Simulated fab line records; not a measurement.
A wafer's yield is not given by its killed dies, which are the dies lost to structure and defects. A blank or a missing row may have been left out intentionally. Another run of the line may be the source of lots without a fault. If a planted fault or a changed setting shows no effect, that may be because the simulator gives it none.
Which tool did it?	flow gf180mcu	13 lots with 39 wafers sampled at 4 steps, on a route of 602 steps

## WHAT THE GAUGES READ, wafer by wafer
GF_V3_THK_MEAS_25: measures by xrf. Usual: V3_W_THK gives 349 nm (standard deviation 4.9).
lot	measured	on	V3_W_THK (nm)	flag
L832	day 23 02:58	film metro-03	348 345 355	
L833	day 23 15:10	film metro-03	338 341 337	
L834	day 23 20:56	film metro-01	348 352 350	
L835	day 24 01:50	film metro-01	349 344 347	
L838	day 24 23:33	film metro-02	349 350 358	
L839	day 25 11:26	film metro-03	347 345 347	
L840	day 26 05:13	film metro-03	340 337 336	
L842	day 26 10:50	film metro-02	348 350 349	
L843	day 26 19:10	film metro-03	351 348 346	
L846	day 27 12:19	film metro-03	352 355 346	
L847	day 27 18:09	film metro-03	350 351 344	
L848	day 28 04:10	film metro-03	353 353 351	
L849	day 28 08:10	film metro-01	356 350 352	

## EACH LOT AND THE TOOL THAT RAN IT (in order: tool; ch and the chambers of the sampled wafers; start)
lot	GF_MVPSD_COAT_02	GF_MVPSD_STRIP_10	GF_M3_SPUTTER_02
L832	litho track-01 ch 0, day 5 03:18	plasma asher-01 ch 0,1, day 5 10:52	pvd sputter-03, day 21 01:59
L833	litho track-01 ch 0, day 5 10:43	plasma asher-04 ch 0,1, day 5 17:56	pvd sputter-02, day 21 13:54
L834	litho track-03 ch 0, day 5 16:33	plasma asher-04 ch 0,1, day 6 00:52	pvd sputter-01, day 21 20:23
L835	litho track-01 ch 0, day 5 20:15	plasma asher-01 ch 0, day 6 04:13	pvd sputter-01, day 22 01:20
L838	litho track-02 ch 0, day 6 10:28	plasma asher-04 ch 0,1, day 6 18:13	pvd sputter-02, day 23 00:16
L839	litho track-01 ch 0, day 6 18:57	plasma asher-01 ch 0,1, day 7 03:47	pvd sputter-01, day 23 13:26
L840	litho track-01 ch 0, day 7 05:45	plasma asher-01 ch 0,1, day 7 13:50	pvd sputter-03, day 24 07:16
L842	litho track-01 ch 0, day 7 11:27	plasma asher-03 ch 0,1, day 7 19:52	pvd sputter-03, day 24 14:10
L843	litho track-01 ch 0, day 7 18:54	plasma asher-03 ch 0,1, day 8 03:14	pvd sputter-02, day 24 23:07
L846	litho track-03 ch 0, day 8 08:33	plasma asher-01 ch 0,1, day 8 17:22	pvd sputter-01, day 25 16:44
L847	litho track-01 ch 0, day 8 12:51	plasma asher-04 ch 0,1, day 8 21:32	pvd sputter-01, day 25 22:26
L848	litho track-03 ch 0, day 8 20:28	plasma asher-01 ch 0,1, day 9 05:17	pvd sputter-01, day 26 08:37
L849	litho track-01 ch 0, day 9 01:39	plasma asher-03 ch 0,1, day 9 10:49	pvd sputter-03, day 26 12:19
- GF_MVPSD_COAT_02: resist thk 3000 nm.
- GF_MVPSD_STRIP_10: strips in O2/N2.
- GF_M3_SPUTTER_02: material AlCu, target thk 450 nm, time 23.9 s.

## AS READ BY THE TOOLS THEMSELVES (means over the sampled wafers that have a number; for cases with no such wafer, the mark the record gives instead)
GF_MVPSD_STRIP_10. Usual: drypump motor current A 5.8 A, standard deviation 0.48; heater power w 342 W, standard deviation 24; oes product au 0.722 a.u., standard deviation 0.0045; strip time to endpoint s 36.91 s, standard deviation 0.11.
lot	tool	drypump motor current A (A)	heater power w (W)	oes product au (a.u.)	strip time to endpoint s (s)	flag
L832	plasma asher-01	5.8	354	0.720	37.02	
L833	plasma asher-04	5.8	333	0.721	36.79	
L834	plasma asher-04	5.8	331	0.723	36.98	
L835	plasma asher-01	6.1	328	0.723	36.92	
L838	plasma asher-04	5.8	335	0.722	36.92	
L839	plasma asher-01	5.8	353	0.722	36.91	
L840	plasma asher-01	5.4	367	0.722	36.62	
L842	plasma asher-03	5.7	318	0.723	36.82	
L843	plasma asher-03	6.0	317	0.722	36.90	
L846	plasma asher-01	5.4	365	0.726	36.79	
L847	plasma asher-04	5.8	334	0.713	17.02	OFF
L848	plasma asher-01	5.4	370	0.722	36.95	
L849	plasma asher-03	6.0	317	0.713	17.03	OFF

GF_M3_SPUTTER_02. Usual: 30.3 % for throttle valve pct, sd 0.78.
lot	tool	throttle valve pct (%)	flag
L832	pvd sputter-03	30.9	
L833	pvd sputter-02	30.8	
L834	pvd sputter-01	29.6	
L835	pvd sputter-01	29.5	
L838	pvd sputter-02	30.2	
L839	pvd sputter-01	29.7	
L840	pvd sputter-03	30.5	
L842	pvd sputter-03	31.6	
L843	pvd sputter-02	30.5	
L846	pvd sputter-01	29.5	
L847	pvd sputter-01	29.8	
L848	pvd sputter-01	29.5	
L849	pvd sputter-03	31.5	

## THE ANSWER, worked out from the rows above alone
Rule: lot off if the mean of its wafers having a number is beyond 3 standard deviations from the usual mean. Also off: a lot with no number at a reading for which 4 or more lots have one. All remaining lots with rows at the step are treated as sound. The gauges are gone through in route order, then the tools' own readings, and for those a lot's mean is taken as printed above. At the first step where some lot is off, the reading lying furthest off is the one used; lots without a number count as furthest.
Off at GF_MVPSD_STRIP_10 (strip time to endpoint s): L847, L849.
A tool fits if, at that step or a process step before it, it ran every lot that is off, and no sound lot after the first of them. One fits: GF_MVPSD_COAT_02 on litho track-01. A fault onset in the window from L843 (day 7 18:54, its last sound lot) to L847 (day 8 12:51, its first lot off) fits.

## WHAT THE SIMULATOR HAD INSERTED
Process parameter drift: litho track-01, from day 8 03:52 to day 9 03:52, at GF_MVPSD_COAT_02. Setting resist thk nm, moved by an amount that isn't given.
Shown lots that were struck: L847, L849. This agrees with what the rule above found.
